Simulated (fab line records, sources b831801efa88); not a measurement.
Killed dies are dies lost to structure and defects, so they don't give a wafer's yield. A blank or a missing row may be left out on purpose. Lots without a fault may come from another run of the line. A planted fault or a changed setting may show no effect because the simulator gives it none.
Chamber matching | flow gf180mcu | GF_V5_CMP_26 on cmp-02: 4 sister chambers
The step polishes, stops on SiO2, t overpolish 15 s, target thk 0 nm. 18 wafers are shown with their chamber, then 9 later ones without.

WAFERS WITH THEIR CHAMBER
wafer  | chamber | motor_current_A (A) | time_to_endpoint_s (s) | overpolish_run_s (s)
L888.1 | 0       | 13.5                | 84                     | 14.989
L888.2 | 1       | 11.9                | 85                     | 14.988
L888.3 | 2       | 10.9                | 83                     | 14.992
L889.2 | 0       | 12.4                | 83                     | 15.009
L889.4 | 2       | 10.5                | 81                     | 14.998
L889.5 | 1       | 11.2                | 85                     | 14.994
L892.2 | 0       | 12.1                | 90                     | 15.006
L892.5 | 1       | 11.3                | 87                     | 14.999
L892.6 | 2       | 10.3                | 84                     | 15.008
L893.2 | 0       | 12.7                | 79                     | 14.999
L893.3 | 3       | 11.4                | 83                     | 15.000
L893.5 | 0       | 12.6                | 81                     | 15.006
L895.3 | 0       | 12.3                | 80                     | 14.989
L895.4 | 2       | 10.4                | 76                     | 15.015
L895.5 | 1       | 11.5                | 84                     | 14.998
L901.1 | 0       | 12.9                | 84                     | 14.989
L901.4 | 2       | 10.6                | 78                     | 15.015
L901.6 | 2       | 10.9                | 81                     | 15.005

SIGNATURES (means of the wafers above)
reading            | chamber 0 | chamber 1 | chamber 2 | chamber 3 | scatter within a chamber
motor_current_A    | 12.643    | 11.475    | 10.600    | 11.400    | 0.367
time_to_endpoint_s | 83.00     | 85.25     | 80.50     | 83.00     | 3.05
overpolish_run_s   | 14.99814  | 14.99475  | 15.00550  | 15.00000  | 0.00842
Rule: a wafer's distance from a chamber is the root of the sum, over the readings, of the square of ((its reading less the chamber's mean) divided by the reading's scatter). The wafer belongs to the nearest chamber; if the next one is less than 2 further off, it can't be placed. The scatter: the root of (the sum of the squares of (reading less its chamber's mean) over the shown wafers, divided by (wafers less chambers)).

WAFERS WITHOUT THEIR CHAMBER
wafer  | motor_current_A (A) | time_to_endpoint_s (s) | overpolish_run_s (s)
L902.2 | 11.3                | 88                     | 14.993
L902.3 | 10.9                | 87                     | 15.007
L902.4 | 11.4                | 84                     | 15.008
L903.1 | 10.0                | 80                     | 15.001
L903.3 | 11.7                | 86                     | 15.006
L903.4 | 13.2                | 86                     | 15.010
L904.2 | 10.8                | 86                     | 14.997
L904.5 | 12.6                | 87                     | 15.001
L904.6 | 11.4                | 82                     | 15.002

WHICH CHAMBER EACH WENT THROUGH
wafer  | from the rows above          | in truth
L902.2 | can't be placed: 1 or 3      | 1
L902.3 | can't be placed: 3 or 1 or 2 | 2
L902.4 | can't be placed: 3 or 1 or 2 | 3
L903.1 | 2                            | 2
L903.3 | can't be placed: 3 or 1 or 0 | 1
L903.4 | 0                            | 0
L904.2 | can't be placed: 1 or 3 or 2 | 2
L904.5 | can't be placed: 0 or 1      | 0
L904.6 | can't be placed: 3 or 1 or 2 | 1
Placed correctly: 2 of 9. Can't be placed from these rows: 7 (the true chamber is among the candidates in 7). Placed wrongly: 0.
